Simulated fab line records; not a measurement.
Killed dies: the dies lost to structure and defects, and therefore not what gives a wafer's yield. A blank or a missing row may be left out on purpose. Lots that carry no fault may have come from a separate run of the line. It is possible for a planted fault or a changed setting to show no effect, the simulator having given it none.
A struck lot beside a sound one / flow sfq_line / 24 out of 325 route steps
Sound: wafers L299.1, L299.4, L299.6. Struck: wafer L287.2. (L287.1 of the same lot was not struck and is left out.) The cause comes at the end.
Each step with rows lists, per side, the tool, then ch with its chambers, then its first start. Under that, the readings that differ: sound wafers / struck wafers / difference of the means / sigmas: that difference in standard deviations of wafers without a fault.
alike: same words and numbers on both sides, and readings whose means sit less than 2 such deviations apart. not compared: any withheld reading, any reading some wafer has no value for, any bound like >300 that may hide the same value, and any number with overlapping values for which the record gives no deviation.
The two part at a step that has a row with sigmas, a row that says differs or no value, or rows on one side only. Numbers that don't overlap but have no deviation are shown without sigmas and don't part them. A reading missing from all wafers of one side parts the sides only when that side holds two or more wafers.

first, 6 steps without rows for these wafers: SFQ_TRILAYER_I2_VIA_LITHO_COAT_072 (resist thk 62 nm); SFQ_TRILAYER_I2_VIA_LITHO_COAT_067 (resist thk 650 nm); SFQ_TRILAYER_I2_VIA_LITHO_SOFTBAKE_071; SFQ_TRILAYER_I2_VIA_LITHO_EXPOSE_068 (exposes mask I2, target cd 500 nm); SFQ_TRILAYER_I2_VIA_LITHO_PEB_070 (peb time 60 s); SFQ_TRILAYER_I2_VIA_LITHO_DEVELOP_069 (time 60 s).
SFQ_I2_OVL_MEAS_918:
  sound: overlay-02 at day 31 01:38; struck: overlay-01 at day 25 21:43
  alike: I2_OVL
SFQ_TRILAYER_I2_VIA_BARC_OPEN_VIA_ETCH_096: etches BARC in O2, target depth 125 nm, time 41.7 s.
  sound on rie_diel-01 ch 2,3, day 31 01:40; struck on rie_diel-03 ch 0, day 25 21:45
  alike: drypump_motor_current_A, oes_product_au
  not compared: rf_hours_counter_h
SFQ_TRILAYER_I2_VIA_ETCH_VIA_ETCH_070: etches SiO2 in CHF3, stops on Nb, target depth 260 nm.
  sound on rie_diel-01 ch 2,3, day 31 01:43; struck on rie_diel-03 ch 0, day 25 21:47
  alike: drypump_motor_current_A, oes_product_au
SFQ_TRILAYER_I2_VIA_STRIP_STRIP_071: strips in O2.
  sound on rie_metal-02 ch 0, day 31 01:49; struck on rie_metal-01 ch 0, day 25 21:54
reading=drypump_motor_current_A (A); sound=6.3 6.3 6.4; struck=5.0; difference=-1.3; sigmas=-3
  alike: oes_product_au
  not compared: rf_hours_counter_h
then, 2 steps without rows for these wafers: SFQ_TRILAYER_I2_VIA_STRIP_SOLV_CLEAN_072 (cleans in NMP, time 600 s); SFQ_TRILAYER_M3_DEP_PRE_CLEAN_074 (time 22.5 s).
SFQ_TRILAYER_M3_DEP_SPUTTER_073: material Nb, target thk 200 nm, time 133.3 s.
  sound: pvd_sputter-05 at day 31 02:38; struck: pvd_sputter-03 at day 25 22:42
reading=model.Nb_of_TRILAYER_M3_DEP_SPUTTER_073.thk_nm (nm); sound=202.3 200.4 197.1; struck=168.9; difference=-31.0; sigmas=
  alike: throttle_valve_pct
SFQ_M3_RS_MEAS_919: measures by four-point-probe.
  sound: film_metro-02 at day 31 02:43; struck: film_metro-02 at day 25 22:48
reading=M3_NB_RS (ohm/sq); sound=0.880 0.888 0.904; struck=1.057; difference=+0.166; sigmas=+17
then, 6 steps without rows for these wafers: SFQ_TRILAYER_M3_LITHO_COAT_080 (resist thk 62 nm); SFQ_TRILAYER_M3_LITHO_COAT_075 (resist thk 600 nm); SFQ_TRILAYER_M3_LITHO_SOFTBAKE_079; SFQ_TRILAYER_M3_LITHO_EXPOSE_076 (exposes mask M3, target cd 500 nm); SFQ_TRILAYER_M3_LITHO_PEB_078 (peb time 60 s); SFQ_TRILAYER_M3_LITHO_DEVELOP_077 (time 60 s).
-- the record jumps here: 4 days lie between the struck wafers' starts before and after --
SFQ_M3_OVL_MEAS_921:
  sound: overlay-02 at day 33 18:30; struck: overlay-01 at day 30 03:21
  alike: M3_OVL
SFQ_TRILAYER_M3_BARC_OPEN_METAL_ETCH_100: etches BARC in O2, target depth 125 nm, time 41.7 s.
  sound on rie_metal-03 ch 1, day 33 18:32; struck on rie_metal-02 ch 0, day 30 03:23
reading=drypump_motor_current_A (A); sound=5.3 5.3 5.3; struck=6.3; difference=+1.0; sigmas=+2
reading=oes_product_au (a.u.); sound=0.681 0.684 0.680; struck=0.691; difference=+0.009; sigmas=+2
  not compared: rf_hours_counter_h
SFQ_TRILAYER_M3_ETCH_METAL_ETCH_078: etches Nb in Cl2/Ar, stops on SiO2, target depth 240 nm, time 120 s.
  sound on rie_metal-03 ch 1, day 33 18:36; struck on rie_metal-02 ch 0, day 30 03:27
reading=drypump_motor_current_A (A); sound=5.3 5.3 5.3; struck=6.3; difference=+1.0; sigmas=+2
reading=oes_product_au (a.u.); sound=0.901 0.884 0.876; struck=0.810; difference=-0.077; sigmas=-10
  not compared: rf_hours_counter_h
SFQ_TRILAYER_M3_STRIP_STRIP_079: strips in O2.
  sound on rie_metal-03 ch 1, day 33 18:43; struck on rie_metal-02 ch 0, day 30 03:34
reading=drypump_motor_current_A (A); sound=5.3 5.3 5.3; struck=6.4; difference=+1.1; sigmas=+3
  alike: oes_product_au
  not compared: rf_hours_counter_h

== WHERE THEY PART ==
Earliest at SFQ_TRILAYER_I2_VIA_STRIP_STRIP_071; latest, in this record, at SFQ_TRILAYER_M3_STRIP_STRIP_079.

WHY: what had been put in by the simulator
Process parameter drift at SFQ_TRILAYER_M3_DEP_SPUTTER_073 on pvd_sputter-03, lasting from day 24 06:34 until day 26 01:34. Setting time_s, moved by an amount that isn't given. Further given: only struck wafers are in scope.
